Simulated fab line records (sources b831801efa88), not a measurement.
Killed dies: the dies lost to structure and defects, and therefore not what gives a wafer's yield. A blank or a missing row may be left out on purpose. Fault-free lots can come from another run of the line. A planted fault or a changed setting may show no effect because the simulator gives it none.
fab line records ; flow sky130
record: lots: 6; wafers: 18; last-day: 50
route steps=708 shown RES_PROTECT@212 POLY_GATE@213 PAD_OPEN@708
lots with no fault: from the same line, run without faults
start-h: hours from the record's opening day to when the first of the lot's shown wafers began ; wait-h: hours from the lot's prior step to this one ; " same as the row above ; L1.1+2: one row covering several wafers at once ; - no value, or no start was given ; * or withheld: withheld ; < > ~ a bound
route shown NAME@n: NAME is a module with steps in the file, n the number in the route of the first one ; usual: mean/standard deviation of fault-free wafers ; same: alike in all rows ; chamber/n: place in a boat ; sites: the reading at each site ; _std_site: their standard deviation ; _edge_site: inner sites' mean taken away from outer sites' mean ; radius-mm: for every site, how far away it sits from the centre of the wafer ; mask NAME#n: copy n ; behind: tool/chamber where the wafer was last shaped ; hold: why the lot was held/for how many hours/how that ended ; device: names the non-switching transistor (n, p or np) ; end of line: tests of these same wafers at the route's end ; where a step has no rows: the recipe by itself ; killed: not the wafer's yield, but the dies lost to structure and defects at the first sort ; map: shows each die of a wafer: x if killed, . if not, _ if none is there
set.NAME: the setting as run; set.NAME@STEP: as run at that earlier step ; model.NAME: the simulator's own value behind a step, which no gauge read
lots at some steps of the route; a table a step, a row a wafer
services: a tool's chamber out of use, with start hour (start-h, from the record's first day; less than 0 if before it), hours out, and reason
== steps ==
step: SKY_RES_PROTECT_DEVELOP_06
recipe: resist: NOVOLAK; developer: TMAH; develop-time-s: 60; dev-temp-c: 23
step: SKY_POLY_GATE_IMPLANT_02
recipe: species: P; energy-kev: 30; dose-cm2: 7.7e+15; tilt-deg: 0
step: SKY_RES_PROTECT_STRIP_07
recipe: chemistry: O2/N2; power-w: 1400; pressure-mtorr: 1500; platen-temp-c: withheld; o2-flow-sccm: 3000; n2-flow-sccm: 300; overash-fraction: 0.5
usual: drypump-motor-current-A: 5.8/0.42; oes-product-au: 0.518/0.0046; strip-time-to-endpoint-s: 23.30/0.05
lot.wafer;tool;chamber;start-h;wait-h;drypump-motor-current-A;oes-product-au;rf-hours-counter-h;strip-time-to-endpoint-s
L860.1;plasma-asher-02;1;357.55;0.1;6.0;0.512;70;23.27
L860.2;plasma-asher-02;0;357.55;0.1;5.9;0.520;70;23.25
L860.5;plasma-asher-02;1;357.55;0.1;6.0;0.514;-;23.23
L866.2;plasma-asher-03;1;407.93;0.1;5.9;0.521;71;23.30
L866.3;plasma-asher-03;1;407.93;0.1;5.9;0.516;-;23.30
L866.5;plasma-asher-03;1;407.93;0.1;5.9;0.511;-;23.32
L873.2;plasma-asher-01;0;467.38;0.1;5.2;0.528;34;23.27
L873.4;plasma-asher-01;1;467.38;0.1;5.4;0.514;-;23.30
L873.5;plasma-asher-01;1;467.38;0.1;5.4;0.520;-;23.31
L872.2;plasma-asher-02;1;468.93;0.1;6.0;0.518;4;23.29
L872.5;plasma-asher-02;1;468.93;0.1;6.0;0.517;-;23.31
L872.6;plasma-asher-02;0;468.93;0.1;6.0;0.506;-;23.27
L878.3;plasma-asher-02;0;515.08;0.1;5.9;0.514;-;23.31
L878.5;plasma-asher-02;1;515.08;0.1;6.0;0.507;-;23.31
L878.6;plasma-asher-02;0;515.08;0.1;5.9;0.521;-;23.32
L881.2;plasma-asher-01;0;545.88;0.1;5.2;0.513;40;23.30
L881.3;plasma-asher-01;0;545.88;0.1;5.2;0.523;-;23.28
L881.6;plasma-asher-01;1;545.88;0.1;5.3;0.527;-;23.26
step: SKY_RES_PROTECT_TW_MEAS_08
usual: POLY_GATE_TW: 4083/28
lot.wafer;tool;chamber;start-h;wait-h;POLY_GATE_TW
L860.1;film-metro-03;-;357.65;0.1;4118
L860.2;film-metro-03;-;357.65;0.1;4125
L860.5;film-metro-03;-;357.65;0.1;4106
L866.2;film-metro-03;-;408.04;0.1;4112
L866.3;film-metro-03;-;408.04;0.1;4127
L866.5;film-metro-03;-;408.04;0.1;4114
L873.2;film-metro-01;-;467.49;0.1;4090
L873.4;film-metro-01;-;467.49;0.1;4086
L873.5;film-metro-01;-;467.49;0.1;4072
L872.2;film-metro-01;-;469.04;0.1;4067
L872.5;film-metro-01;-;469.04;0.1;4077
L872.6;film-metro-01;-;469.04;0.1;4093
L878.3;film-metro-01;-;515.17;0.1;4097
L878.5;film-metro-01;-;515.17;0.1;4067
L878.6;film-metro-01;-;515.17;0.1;4076
L881.2;film-metro-01;-;546.04;0.1;4088
L881.3;film-metro-01;-;546.04;0.1;4115
L881.6;film-metro-01;-;546.04;0.1;4106
step: SKY_RES_PROTECT_CLEAN_09
recipe: chemistry: SC1/SC2; mix: 1:4:20; temp-c: 70; time-s: 150; dry: n2-spin
step: SKY_POLY_GATE_CVD_03
recipe: material: Si3N4; precursor: DCS/NH3; target-thk-nm: 75; temp-c: 770; time-s: 1290; pressure-mtorr: 250
step: SKY_POLY_GATE_THK_MEAS_04
recipe: reads: Si3N4_of_POLY_GATE_CVD_03
usual: POLY_GATE_CVD_03_THK: 74.9/0.65
lot.wafer;tool;chamber;start-h;wait-h;POLY_GATE_CVD_03_THK[nm]
L860.1;film-metro-02;-;360.22;0.0;74.8
L860.2;film-metro-02;-;360.22;0.0;74.2
L860.5;film-metro-02;-;360.22;0.0;73.6
L866.2;film-metro-03;-;409.94;0.0;73.9
L866.3;film-metro-03;-;409.94;0.0;73.7
L866.5;film-metro-03;-;409.94;0.0;73.7
L873.2;film-metro-04;-;468.96;0.0;74.7
L873.4;film-metro-04;-;468.96;0.0;74.9
L873.5;film-metro-04;-;468.96;0.0;74.5
L872.2;film-metro-04;-;470.51;0.0;73.3
L872.5;film-metro-04;-;470.51;0.0;74.0
L872.6;film-metro-04;-;470.51;0.0;74.3
L878.3;film-metro-04;-;516.64;0.0;74.6
L878.5;film-metro-04;-;516.64;0.0;74.7
L878.6;film-metro-04;-;516.64;0.0;74.1
L881.2;film-metro-03;-;547.53;0.0;75.1
L881.3;film-metro-03;-;547.53;0.0;75.4
L881.6;film-metro-03;-;547.53;0.0;75.1
step: SKY_POLY_GATE_DEHYDRATE_05
recipe: temp-c: 200; time-s: 60
step: SKY_POLY_GATE_HMDS_06
recipe: prime-time-s: 60; prime-temp-c: 120
step: SKY_POLY_GATE_COAT_07
recipe: resist: BARC; temp-c: withheld; time-s: withheld; spin-rpm: 3000; resist-thk-nm: 110
step: SKY_POLY_GATE_COAT_08
recipe: resist: KrF-thick; spin-rpm: 3000; resist-thk-nm: 450
step: SKY_POLY_GATE_SOFTBAKE_09
recipe: temp-c: 100; time-s: 90; resist: KrF-thick
step: SKY_POLY_GATE_EXPOSE_10
recipe: mask-id: P1M; na: 0.68; source-shape: conventional; sigma-outer: 0.6; target-cd-nm: 150; dose-mj: 28
usual: stage-vel-mm-s: 500.02/0.27
same: na: 0.68
lot.wafer;tool;chamber;start-h;wait-h;mask;stage-vel-mm-s;model.POLY_GATE.overlay-x-nm
L860.1;krf-scanner-02;0;374.39;-;P1M#0;500.69;-2.066
L860.2;krf-scanner-02;0;374.39;-;P1M#0;499.95;-2.066
L860.5;krf-scanner-02;0;374.39;-;P1M#0;500.34;-2.066
L866.2;krf-scanner-01;0;424.63;-;P1M#0;499.53;-2.199
L866.3;krf-scanner-01;0;424.63;-;P1M#0;500.37;-2.199
L866.5;krf-scanner-01;0;424.63;-;P1M#0;500.03;-2.199
L873.2;krf-scanner-02;0;484.50;-;P1M#0;500.49;-2.579
L873.4;krf-scanner-02;0;484.50;-;P1M#0;500.42;-2.579
L873.5;krf-scanner-02;0;484.50;-;P1M#0;500.54;-2.579
L872.2;krf-scanner-01;0;485.88;-;P1M#0;500.09;30.82
L872.5;krf-scanner-01;0;485.88;-;P1M#0;500.28;30.82
L872.6;krf-scanner-01;0;485.88;-;P1M#0;500.07;30.82
L878.3;krf-scanner-01;0;532.30;-;P1M#0;500.17;33.26
L878.5;krf-scanner-01;0;532.30;-;P1M#0;499.86;33.26
L878.6;krf-scanner-01;0;532.30;-;P1M#0;500.20;33.26
L881.2;krf-scanner-02;0;562.53;-;P1M#0;499.89;-4.55
L881.3;krf-scanner-02;0;562.53;-;P1M#0;500.24;-4.55
L881.6;krf-scanner-02;0;562.53;-;P1M#0;499.84;-4.55
step: SKY_POLY_GATE_PEB_11
recipe: peb-temp-c: withheld; peb-time-s: withheld; resist: KrF-thick
step: SKY_POLY_GATE_DEVELOP_12
recipe: develop-time-s: 60; resist: KrF-thick; dev-temp-c: 21
step: SKY_POLY_GATE_CD_MEAS_13
recipe: target-cd-nm: 150
usual: cd-nm: 149.4/1.4
lot.wafer;tool;chamber;start-h;wait-h;cd-nm
L860.1;cd-sem-01;-;388.93;-;148.4
L860.2;cd-sem-01;-;388.93;-;148.1
L860.5;cd-sem-01;-;388.93;-;149.9
L866.2;cd-sem-02;-;440.05;-;150.3
L866.3;cd-sem-02;-;440.05;-;149.4
L866.5;cd-sem-02;-;440.05;-;149.8
L873.2;cd-sem-02;-;500.10;-;149.5
L873.4;cd-sem-02;-;500.10;-;150.4
L873.5;cd-sem-02;-;500.10;-;149.5
L872.2;cd-sem-01;-;500.81;-;149.3
L872.5;cd-sem-01;-;500.81;-;149.1
L872.6;cd-sem-01;-;500.81;-;147.3
L878.3;cd-sem-02;-;547.58;-;147.9
L878.5;cd-sem-02;-;547.58;-;149.9
L878.6;cd-sem-02;-;547.58;-;150.6
L881.2;cd-sem-02;-;577.06;-;151.0
L881.3;cd-sem-02;-;577.06;-;149.6
L881.6;cd-sem-02;-;577.06;-;151.3
step: SKY_POLY_GATE_OVL_MEAS_14
usual: POLY_GATE_OVL: 0/5.6
lot.wafer;tool;chamber;start-h;wait-h;POLY_GATE_OVL[nm]
L860.1;overlay-02;-;389.05;0.1;-1
L860.2;overlay-02;-;389.05;0.1;4
L860.5;overlay-02;-;389.05;0.1;-4
L866.2;overlay-01;-;440.16;0.1;6
L866.3;overlay-01;-;440.16;0.1;-4
L866.5;overlay-01;-;440.16;0.1;-5
L873.2;overlay-01;-;500.21;0.1;1
L873.4;overlay-01;-;500.21;0.1;-1
L873.5;overlay-01;-;500.21;0.1;0
L872.2;overlay-02;-;500.91;0.1;33
L872.5;overlay-02;-;500.91;0.1;35
L872.6;overlay-02;-;500.91;0.1;36
L878.3;overlay-01;-;547.67;0.1;31
L878.5;overlay-01;-;547.67;0.1;31
L878.6;overlay-01;-;547.67;0.1;33
L881.2;overlay-02;-;577.16;0.1;-10
L881.3;overlay-02;-;577.16;0.1;-16
L881.6;overlay-02;-;577.16;0.1;-4
step: SKY_POLY_GATE_ETCH_15
recipe: chemistry: N2/H2; target: BARC; ion-energy-ev: 200; source-w: 500; bias-w: 100; pressure-mtorr: 30; n2-flow-sccm: 100; h2-flow-sccm: 200; stop-on: SiO2; time-s: 118.5; target-depth-a: 1100
usual: drypump-motor-current-A: 5.6/0.55; oes-product-au: 0.717/0.0044; throttle-valve-pct: 13.213/0.01
same: time-s: 118.5
lot.wafer;tool;chamber;start-h;wait-h;drypump-motor-current-A;oes-product-au;rf-hours-counter-h;throttle-valve-pct
L860.1;rie-diel-01;2;389.09;0.0;4.7;0.720;10;13.216
L860.2;rie-diel-01;0;389.09;0.0;4.9;0.717;11;13.220
L860.5;rie-diel-01;2;389.09;0.0;4.7;0.721;-;13.209
L866.2;rie-diel-02;0;440.19;0.0;5.6;0.720;0;13.211
L866.3;rie-diel-02;2;440.19;0.0;5.7;0.717;8;13.192
L866.5;rie-diel-02;1;440.19;0.0;5.2;0.714;-;13.227
L873.2;rie-diel-02;3;500.24;0.0;6.1;0.711;47;13.211
L873.4;rie-diel-02;1;500.24;0.0;5.2;0.716;3;13.205
L873.5;rie-diel-02;0;500.24;0.0;5.6;0.718;-;13.218
L872.2;rie-diel-01;1;500.94;0.0;6.4;0.722;16;13.215
L872.5;rie-diel-01;1;500.94;0.0;6.4;0.711;-;13.225
L872.6;rie-diel-01;0;500.94;0.0;4.9;0.717;-;13.210
L878.3;rie-diel-03;0;547.69;0.0;6.1;0.719;2;13.210
L878.5;rie-diel-03;0;547.69;0.0;6.1;0.720;-;13.225
L878.6;rie-diel-03;1;547.69;0.0;5.8;0.722;-;13.215
L881.2;rie-diel-01;2;577.19;0.0;4.8;0.706;14;13.208
L881.3;rie-diel-01;1;577.19;0.0;6.4;0.720;18;13.218
L881.6;rie-diel-01;3;577.19;0.0;5.8;0.715;-;13.205
step: SKY_PAD_OPEN_PROBE_99
usual: killed_at_M0_to_M3: 44/7; killed_at_M4_up: 3.2/1.8; killed-at-contacts: 24/5.1; killed-at-front-end: 15/4.3; killed-at-other: 0.3/0.5; killed-dies: 86/9.6; killed-open: 48/7.1; killed-short: 38/6.7
same: gross-dies: 492; killed-at-back-side: 0
lot.wafer;tool;chamber;start-h;wait-h;killed_at_M0_to_M3;killed_at_M4_up;killed-at-contacts;killed-at-front-end;killed-at-other;killed-dies;killed-open;killed-short;model.etest.licon-to-gate.bv-right-v;model.etest.licon-to-gate.bv-left-v;model.etest.licon-to-gate.over-limit
L860.1;prober-01;-;1091.74;0.1;52;5;27;12;0;96;61;35;23.66;26.25;0
L860.2;prober-01;-;1091.79;0.1;70;2;18;13;0;103;68;35;24.72;26.28;0
L860.5;prober-01;-;1091.94;0.2;49;1;25;15;0;90;45;45;23.98;26.7;0
L866.2;prober-01;-;1124.31;0.1;39;6;21;18;0;84;58;25;23.37;25.12;0
L866.3;prober-01;-;1124.36;0.2;39;4;26;19;0;88;54;33;24.73;24.91;0
L866.5;prober-01;-;1124.46;0.2;48;3;22;10;0;83;42;41;23.52;23.91;0
L873.2;prober-01;-;1162.81;0.1;33;5;17;11;0;66;32;34;22.99;26.72;0
L873.4;prober-01;-;1162.91;0.2;39;2;24;18;0;83;47;36;23.24;26.1;0
L873.5;prober-01;-;1162.96;0.2;38;5;24;15;0;82;51;31;23.62;26.7;0
L872.2;prober-02;-;1164.10;0.1;37;0;21;21;0;79;39;37;37.84;12.65;0
L872.5;prober-02;-;1164.25;0.2;38;2;30;8;1;79;43;35;38.53;12.45;0
L872.6;prober-02;-;1164.30;0.2;48;4;15;16;1;84;43;39;37.84;12;0
L878.3;prober-01;-;1186.60;0.2;32;4;37;18;0;91;52;39;-;9.688;1
L878.5;prober-01;-;1186.70;0.2;37;4;27;8;1;77;43;34;-;9.738;1
L878.6;prober-01;-;1186.75;0.2;51;1;24;13;0;89;48;41;-;9.492;1
L881.2;prober-02;-;1203.20;0.1;44;4;26;10;0;84;57;27;24.18;25.62;0
L881.3;prober-02;-;1203.25;0.2;33;6;30;14;1;84;45;39;24.16;25.71;0
L881.6;prober-02;-;1203.40;0.2;49;6;27;21;0;103;60;43;23.89;25.48;0
killed by level:class
L860.1 CONTACT:geometric-particle:open=13 VIA1:geometric-particle:open=13 VIA1:geometric-particle:short=12 VIA3:geometric-particle:open=9 VIA2:geometric-particle:open=8 LI_CONTACT:geometric-particle:open=7 FIELD_ISO:geometric-particle:open=4 METAL4:geometric-particle:short=3
L860.2 VIA1:geometric-particle:open=16 VIA3:geometric-particle:open=14 VIA2:geometric-particle:open=13 CONTACT:geometric-particle:open=8 METAL1:geometric-particle:short=8 METAL2:geometric-particle:short=5 FIELD_ISO:geometric-particle:short=4 FIELD_ISO:geometric-particle:open=4
L860.5 CONTACT:geometric-particle:open=9 LI_CONTACT:geometric-particle:open=7 METAL1:geometric-particle:short=6 VIA2:geometric-particle:open=6 VIA1:geometric-particle:short=6 VIA1:geometric-particle:open=6 METAL2:geometric-particle:short=6 LOCAL_INTERCONNECT:geometric-particle:short=5
L866.2 VIA1:geometric-particle:open=14 LI_CONTACT:geometric-particle:open=9 CONTACT:geometric-particle:open=9 VIA3:geometric-particle:open=8 FIELD_ISO:geometric-particle:open=6 VIA2:geometric-particle:open=6 FIELD_ISO:geometric-particle:short=4 METAL4:geometric-particle:short=4
L866.3 CONTACT:geometric-particle:open=13 VIA1:geometric-particle:open=12 LI_CONTACT:geometric-particle:open=6 METAL2:geometric-particle:short=5 FIELD_ISO:geometric-particle:short=5 FIELD_ISO:geometric-particle:open=5 POLY_GATE:geometric-particle:open=5 VIA2:geometric-particle:open=4
L866.5 VIA1:geometric-particle:open=12 CONTACT:geometric-particle:open=9 METAL1:geometric-particle:short=7 VIA3:geometric-particle:open=6 VIA2:geometric-particle:open=6 POLY_GATE:geometric-particle:short=4 CONTACT:geometric-particle:short=4 VIA1:geometric-particle:short=4
L873.2 VIA1:geometric-particle:open=6 LOCAL_INTERCONNECT:geometric-particle:short=6 VIA3:geometric-particle:open=6 METAL2:geometric-particle:short=5 VIA2:geometric-particle:open=5 CONTACT:geometric-particle:open=4 CONTACT:geometric-particle:short=4 SPACER:geometric-particle:short=3
L873.4 VIA1:geometric-particle:open=11 CONTACT:geometric-particle:open=8 LI_CONTACT:geometric-particle:open=7 METAL1:geometric-particle:short=6 VIA3:geometric-particle:open=6 POLY_GATE:geometric-particle:open=5 POLY_GATE:geometric-particle:short=5 LOCAL_INTERCONNECT:geometric-particle:short=5
L873.5 LI_CONTACT:geometric-particle:open=12 VIA1:geometric-particle:open=9 METAL1:geometric-particle:short=7 VIA3:geometric-particle:open=6 POLY_GATE:geometric-particle:open=5 CONTACT:geometric-particle:open=5 METAL4:geometric-particle:short=5 METAL1:geometric-particle:open=3
L872.2 FIELD_ISO:geometric-particle:short=10 VIA3:geometric-particle:open=8 LI_CONTACT:geometric-particle:open=7 CONTACT:geometric-particle:open=6 VIA1:geometric-particle:short=6 FIELD_ISO:geometric-particle:open=5 VIA1:geometric-particle:open=5 CONTACT:geometric-particle:short=4
L872.5 LI_CONTACT:geometric-particle:open=9 CONTACT:geometric-particle:open=9 METAL1:geometric-particle:short=9 VIA3:geometric-particle:open=8 VIA2:geometric-particle:open=6 CONTACT:geometric-particle:short=5 METAL2:geometric-particle:short=4 LOCAL_INTERCONNECT:geometric-particle:short=3
L872.6 METAL2:geometric-particle:short=12 VIA1:geometric-particle:open=9 METAL1:geometric-particle:short=6 VIA3:geometric-particle:open=6 POLY_GATE:geometric-particle:open=5 LI_CONTACT:geometric-particle:open=5 VIA3:geometric-particle:short=5 FIELD_ISO:geometric-particle:open=4
L878.3 LI_CONTACT:geometric-particle:open=13 CONTACT:geometric-particle:open=8 VIA1:geometric-particle:open=8 LOCAL_INTERCONNECT:geometric-particle:short=7 VIA3:geometric-particle:open=7 CONTACT:geometric-particle:short=6 FIELD_ISO:geometric-particle:open=4 POLY_GATE:geometric-particle:open=4
L878.5 VIA1:geometric-particle:open=11 LI_CONTACT:geometric-particle:open=8 CONTACT:geometric-particle:open=8 METAL2:geometric-particle:short=8 LOCAL_INTERCONNECT:geometric-particle:short=5 VIA2:geometric-particle:open=4 VIA3:geometric-particle:open=4 METAL4:geometric-particle:short=4
L878.6 VIA2:geometric-particle:open=11 CONTACT:geometric-particle:open=8 VIA1:geometric-particle:open=7 VIA3:geometric-particle:open=7 CONTACT:geometric-particle:short=6 VIA2:geometric-particle:short=6 LOCAL_INTERCONNECT:geometric-particle:short=5 METAL2:geometric-particle:short=5
L881.2 LI_CONTACT:geometric-particle:open=11 VIA2:geometric-particle:open=11 CONTACT:geometric-particle:open=8 VIA1:geometric-particle:open=7 METAL2:geometric-particle:open=5 VIA3:geometric-particle:open=5 METAL2:geometric-particle:short=4 VIA2:geometric-particle:short=4
L881.3 POLY_GATE:geometric-particle:open=8 LI_CONTACT:geometric-particle:open=8 LOCAL_INTERCONNECT:geometric-particle:short=8 VIA2:geometric-particle:open=7 VIA1:geometric-particle:open=7 CONTACT:geometric-particle:open=6 METAL4:geometric-particle:short=6 METAL1:geometric-particle:short=4
L881.6 CONTACT:geometric-particle:open=15 VIA1:geometric-particle:open=10 VIA3:geometric-particle:open=9 METAL1:geometric-particle:short=7 VIA2:geometric-particle:open=7 POLY_GATE:geometric-particle:open=6 LI_CONTACT:geometric-particle:open=6 POLY_GATE:geometric-particle:short=4
== services ==
tool;chamber;start-h;hours;kind
krf-scanner-02;-;347.80;4.0;pm
rie-diel-01;2;348.75;7.0;repair
krf-scanner-02;-;351.83;1.3;pm
krf-scanner-01;-;358.18;3.6;repair
krf-scanner-02;-;363.74;0.7;repair
krf-scanner-01;-;366.45;0.9;repair
rie-diel-01;1;368.51;5.9;repair
plasma-asher-02;-;384.97;1.9;repair
plasma-asher-02;-;421.25;9.0;pm
krf-scanner-02;-;436.20;0.2;repair
plasma-asher-02;-;445.38;0.4;repair
krf-scanner-02;-;446.13;3.5;repair
krf-scanner-01;-;464.82;0.8;pm
krf-scanner-02;-;470.50;0.4;repair
krf-scanner-02;-;476.50;0.8;pm
krf-scanner-01;-;478.75;1.0;pm
krf-scanner-01;-;490.55;4.4;pm
krf-scanner-02;-;494.61;11.2;repair
rie-diel-01;-;501.80;2.8;pm
krf-scanner-02;-;505.80;1.0;pm
krf-scanner-01;-;506.80;1.3;pm
plasma-asher-02;-;511.75;2.8;pm
krf-scanner-01;-;512.49;10.9;repair
krf-scanner-02;-;525.00;1.3;pm
== key ==
first-sign: step: SKY_POLY_GATE_OVL_MEAS_14; reading: POLY_GATE_OVL; direction: up; sigmas: 6; usual: 0; struck: 33
effect none on later readings
model-effect: step: SKY_POLY_GATE_EXPOSE_10; value: POLY_GATE.overlay-x-nm; without: -3.407; struck: 32.04
model-effect: step: SKY_PAD_OPEN_PROBE_99; value: etest.licon-to-gate.bv-right-v; without: 23.89; struck: 38.07
met-at SKY_POLY_GATE_EXPOSE_10
struck-wafers L872.2,L872.5,L872.6,L878.3,L878.5,L878.6
tester-left-out L872,L878
onset-between 424.63 485.88
also-fits SKY_RES_PROTECT_STRIP_07:plasma-asher-02
fault: kind: scanner-matching-overlay; tool: krf-scanner-01; chamber: -; onset-h: 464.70; steps: SKY_POLY_GATE_EXPOSE_10; offset: 35.449
tester-left-out: of these lots the tester's yield and bins aren't shown, on N5 and GAA mostly nor the transistor test; their killed dies are dies lost to structure and defects alone, not to doping, threshold or leakage, so they don't give the yield
